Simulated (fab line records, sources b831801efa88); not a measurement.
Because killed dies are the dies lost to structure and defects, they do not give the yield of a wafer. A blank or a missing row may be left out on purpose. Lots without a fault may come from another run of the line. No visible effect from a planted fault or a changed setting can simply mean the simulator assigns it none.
Which of the tools did it? | flow gf180mcu | 42 wafers from 14 lots sampled at 5 of the route's 602 steps

## WHAT THE GAUGES SHOWED, per wafer
GF_LVPWELL_TW_MEAS_11. Usual: LVPWELL_TW typically reads 561, with standard deviation 3.1.
lot  | measured    | on            | LVPWELL_TW  | flag
L255 | day 3 20:41 | film_metro-03 | 560 560 558 |
L258 | day 4 14:05 | film_metro-03 | 563 562 558 |
L259 | day 4 20:28 | film_metro-01 | 558 558 559 |
L260 | day 5 01:47 | film_metro-03 | 568 564 563 |
L262 | day 5 17:58 | film_metro-01 | 564 560 561 |
L263 | day 5 22:56 | film_metro-01 | 560 559 561 |
L264 | day 6 00:57 | film_metro-01 | 565 565 561 |
L269 | day 7 07:38 | film_metro-01 | 559 560 561 |
L271 | day 7 16:28 | film_metro-03 | 564 564 563 |
L272 | day 7 23:32 | film_metro-04 | 559 558 559 |
L273 | day 8 06:04 | film_metro-03 | 565 563 563 |
L274 | day 8 09:41 | film_metro-04 | 559 559 557 |
L276 | day 8 20:17 | film_metro-01 | 560 560 562 |
L278 | day 9 08:29 | film_metro-04 | 563 564 567 |

GF_VT_IMPLANT_OVL_MEAS_07. Usual: VT_IMPLANT_OVL typically reads 0.1 nm, with standard deviation 1.5.
lot  | measured     | on         | VT_IMPLANT_OVL (nm) | flag
L255 | day 5 13:35  | overlay-01 | -0.4 1.2 1.1        |
L258 | day 6 10:26  | overlay-02 | -0.2 -1.4 0.4       |
L259 | day 6 18:07  | overlay-01 | -0.5 0.0 1.1        |
L260 | day 6 23:27  | overlay-01 | 2.5 2.7 0.7         |
L262 | day 7 17:50  | overlay-01 | 0.5 1.4 1.7         |
L263 | day 7 22:45  | overlay-02 | 1.6 2.6 2.7         |
L264 | day 8 01:03  | overlay-01 | -2.0 -1.7 -3.4      |
L269 | day 9 10:02  | overlay-02 | 0.6 -0.8 -0.7       |
L271 | day 9 21:11  | overlay-01 | 0.0 -1.3 0.1        |
L272 | day 10 03:14 | overlay-02 | 4.2 2.9 2.5         |
L273 | day 10 11:29 | overlay-01 | 0.4 -0.2 1.2        |
L274 | day 10 14:50 | overlay-02 | -0.3 0.5 0.8        |
L276 | day 11 02:38 | overlay-02 | -2.1 -2.2 -2.8      |
L278 | day 11 15:08 | overlay-01 | 0.3 0.2 -0.8        |

GF_HV_LDD_RS_MEAS_53: the measuring method here is four-point-probe. Usual: HV_LDD_RS typically reads 418.3 ohm/sq, with standard deviation 0.94.
lot  | measured     | on            | HV_LDD_RS (ohm/sq)                  | flag
L255 | day 12 10:31 | film_metro-03 | 418.0 418.2 418.9                   |
L258 | day 13 14:34 | film_metro-04 | 418.8 418.2 418.1                   |
L259 | day 13 20:00 | film_metro-01 | 418.9 419.9 419.6                   |
L260 | day 14 09:02 | film_metro-01 | 418.2 419.5 418.7                   |
L262 | day 15 07:58 | film_metro-01 | 414.8 415.6 415.2 414.8 414.3 414.4 | OFF
L263 | day 15 14:35 | film_metro-03 | 415.4 415.5 414.9 415.4 414.2 415.0 | OFF
L264 | day 15 15:29 | film_metro-04 | 419.0 419.1 418.9                   |
L269 | day 17 10:56 | film_metro-01 | 418.9 418.9 419.3                   |
L271 | day 18 02:51 | film_metro-04 | 418.4 418.3 418.0                   |
L272 | day 18 08:10 | film_metro-04 | 418.7 418.2 417.7                   |
L273 | day 18 21:27 | film_metro-03 | 417.5 419.4 420.2                   |
L274 | day 19 01:22 | film_metro-04 | 420.5 419.2 418.3                   |
L276 | day 19 21:50 | film_metro-04 | 418.1 417.9 418.5                   |
L278 | day 20 07:38 | film_metro-03 | 417.3 417.7 416.3                   |

GF_NSD_OVL_MEAS_08. Usual: NSD_OVL typically reads -0.7 nm, with standard deviation 1.3.
lot  | measured     | on         | NSD_OVL (nm)   | flag
L255 | day 13 08:34 | overlay-01 | 0.5 -0.3 -1.8  |
L258 | day 14 14:13 | overlay-01 | -0.8 -0.8 -0.1 |
L259 | day 14 19:38 | overlay-01 | 0.6 0.8 0.5    |
L260 | day 15 10:17 | overlay-01 | -1.4 -2.1 -2.2 |
L262 | day 16 09:09 | overlay-01 | -1.3 -1.2 -0.7 |
L263 | day 16 15:34 | overlay-01 | -0.6 -1.4 -1.4 |
L264 | day 16 16:58 | overlay-02 | -1.5 -1.3 -1.2 |
L269 | day 18 14:30 | overlay-01 | -1.4 -0.5 -1.6 |
L271 | day 19 06:02 | overlay-01 | 1.5 1.5 1.5    |
L272 | day 19 11:27 | overlay-02 | -1.1 -3.3 -1.7 |
L273 | day 20 01:03 | overlay-02 | -1.8 -0.8 -0.8 |
L274 | day 20 07:37 | overlay-02 | -0.5 -0.2 0.2  |
L276 | day 21 03:06 | overlay-01 | -1.1 -2.0 1.4  |
L278 | day 21 10:45 | overlay-01 | 0.3 -0.1 0.6   |

## WHICH TOOL RAN EACH LOT (tool, then ch and the chambers of the sampled wafers, then the start)
lot  | GF_HV_LDD_IMPLANT_36
L255 | implanter-01 ch 0, day 11 14:36
L258 | implanter-03 ch 0, day 12 18:16
L259 | implanter-03 ch 0, day 12 23:16
L260 | implanter-03 ch 0, day 13 12:17
L262 | implanter-03 ch 0, day 14 09:23
L263 | implanter-03 ch 0, day 14 16:04
L264 | implanter-01 ch 0, day 14 16:39
L269 | implanter-01 ch 0, day 16 11:13
L271 | implanter-03 ch 0, day 17 02:05
L272 | implanter-03 ch 0, day 17 07:31
L273 | implanter-03 ch 0, day 17 20:38
L274 | implanter-03 ch 0, day 18 00:10
L276 | implanter-03 ch 0, day 18 19:23
L278 | implanter-01 ch 0, day 19 05:20
- GF_HV_LDD_IMPLANT_36

## WHAT THE TOOLS THEMSELVES READ (means of the sampled wafers that have a number; where no wafer has one, the mark that the record gives instead)
GF_HV_LDD_IMPLANT_36. Usual: dose_ions_cm2 7.498e+12, standard deviation 8e+09; faraday_current_uA 42.3, standard deviation 0.79; rotation_deg 270.00 degrees, standard deviation 0.047.
lot  | tool         | dose_ions_cm2 | faraday_current_uA | rotation_deg (degrees) | flag
L255 | implanter-01 | 7.495e+12     | 42.2               | 269.99                 |
L258 | implanter-03 | 7.500e+12     | 42.3               | 270.09                 |
L259 | implanter-03 | 7.498e+12     | 42.3               | 269.97                 |
L260 | implanter-03 | 7.501e+12     | 41.9               | 269.99                 |
L262 | implanter-03 | 8.432e+12     | 47.1               | 270.04                 | OFF
L263 | implanter-03 | 8.435e+12     | 47.6               | 270.00                 | OFF
L264 | implanter-01 | 7.492e+12     | 41.9               | 270.00                 |
L269 | implanter-01 | 7.494e+12     | 42.2               | 269.99                 |
L271 | implanter-03 | 7.497e+12     | 42.8               | 270.00                 |
L272 | implanter-03 | 7.496e+12     | 41.6               | 270.01                 |
L273 | implanter-03 | 7.498e+12     | 42.6               | 270.00                 |
L274 | implanter-03 | 7.494e+12     | 41.9               | 269.94                 |
L276 | implanter-03 | 7.502e+12     | 43.0               | 270.02                 |
L278 | implanter-01 | 7.507e+12     | 42.8               | 270.03                 |

## THE ANSWER, worked out from the rows above alone
Rule: take the mean of a lot's wafers that have a number; if it is more than 3 standard deviations from the usual mean, the lot is off. A lot without any number at a reading at which 4 lots or more have one is off too. Any other lot the step has rows for is counted as sound. The gauges are gone through in route order, then the tools' own readings, and for those a lot's mean is taken as printed above. The first step at which some lot is off is used, and at that step the reading that is off furthest; a lot without a number counts as furthest.
Off: L262, L263, at GF_HV_LDD_RS_MEAS_53 (HV_LDD_RS).
A tool fits if, at a process step before that reading, it ran every lot that is off, and no sound lot after the first of them. The gauges at GF_HV_LDD_RS_MEAS_53 aren't tried: what is off there is off at GF_HV_LDD_IMPLANT_36 too, on other tools, and a gauge's error can't cause that. No candidate that was tried fits.

## WHAT HAD BEEN PUT IN BY THE SIMULATOR
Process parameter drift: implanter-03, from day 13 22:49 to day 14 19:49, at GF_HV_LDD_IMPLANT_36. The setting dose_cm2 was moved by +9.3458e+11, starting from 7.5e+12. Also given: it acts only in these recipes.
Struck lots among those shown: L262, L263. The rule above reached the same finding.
